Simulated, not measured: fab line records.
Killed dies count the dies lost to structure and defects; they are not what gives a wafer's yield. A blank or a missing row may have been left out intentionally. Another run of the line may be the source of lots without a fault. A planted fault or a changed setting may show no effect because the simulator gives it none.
The tool behind it: which one?	flow gf180mcu	14 lots with 42 wafers sampled at 2 steps, on a route of 602 steps

== WHAT THE GAUGES SHOWED, per wafer ==
GF_M2_THK_MEAS_06: measures by xrf. Usual: M2_ALCU_THK typically reads 455 nm, with standard deviation 5.1.
lot	measured	on	M2_ALCU_THK (nm)	flag
L197	day 18 05:54	film-metro-04	455 464 457	
L198	day 18 19:51	film-metro-03	454 449 450	
L200	day 19 12:17	film-metro-03	449 451 448	
L202	day 20 03:22	film-metro-01	450 448 460	
L203	day 20 15:37	film-metro-04	453 453 454	
L205	day 21 07:08	film-metro-01	451 448 452	
L207	day 22 06:25	film-metro-01	455 458 452	
L209	day 22 23:28	film-metro-03	454 457 454	
L210	day 23 02:27	film-metro-04	448 459 462	
L215	day 24 15:44	film-metro-03	455 455 457	
L217	day 25 10:10	film-metro-03	453 460 459	
L218	day 25 18:13	film-metro-04	463 458 460	
L219	day 26 01:32	film-metro-04	462 457 455	
L220	day 26 01:38	film-metro-03	439 450 447	

GF_V2_OVL_MEAS_15. Usual: V2_OVL typically reads 1 nm, with standard deviation 3.8.
lot	measured	on	V2_OVL (nm)	flag
L197	day 20 09:16	overlay-01	-1 3 5	
L198	day 20 22:08	overlay-01	1 5 2	
L200	day 21 14:18	overlay-02	7 5 7	
L202	day 22 03:43	overlay-02	-1 -2 -3	
L203	day 22 15:38	overlay-02	1 2 -1	
L205	day 23 07:06	overlay-01	3 2 7	
L207	day 24 05:17	overlay-02	1 -3 -6	
L209	day 24 21:14	overlay-02	-2 -5 4	
L210	day 25 00:40	overlay-02	7 2 3	
L215	day 26 10:20	overlay-01	-5 -6 2	
L217	day 27 05:49	overlay-01	2 -4 3	
L218	day 27 12:56	overlay-02	-3 -1 -3	
L219	day 27 20:01	overlay-02	-1 -2 -6	
L220	day 27 20:40	overlay-02	11 8 1	

== EACH LOT AND THE TOOL THAT RAN IT (in order: tool; ch and the chambers of the sampled wafers; start) ==
The record holds no process step before these readings.

== AS READ BY THE TOOLS THEMSELVES (means over the sampled wafers that have a number; for cases with no such wafer, the mark the record gives instead) ==
The record holds no such reading with a usual standard deviation.

== THE ANSWER, worked out from the rows above alone ==
Rule: lot off if the mean of its wafers having a number is beyond 3 standard deviations from the usual mean. Also off: a lot with no number at a reading for which 4 or more lots have one. Any other lot the step has rows for is counted as sound. First the gauges in route order, then the tools' own readings, where a lot's mean is used as printed above. The first step at which some lot is off is used, and at that step the reading that is off furthest; a lot without a number counts as furthest.
No lot is off at any reading shown: from this, nothing can be told.

== WHAT THE SIMULATOR HAD INSERTED ==
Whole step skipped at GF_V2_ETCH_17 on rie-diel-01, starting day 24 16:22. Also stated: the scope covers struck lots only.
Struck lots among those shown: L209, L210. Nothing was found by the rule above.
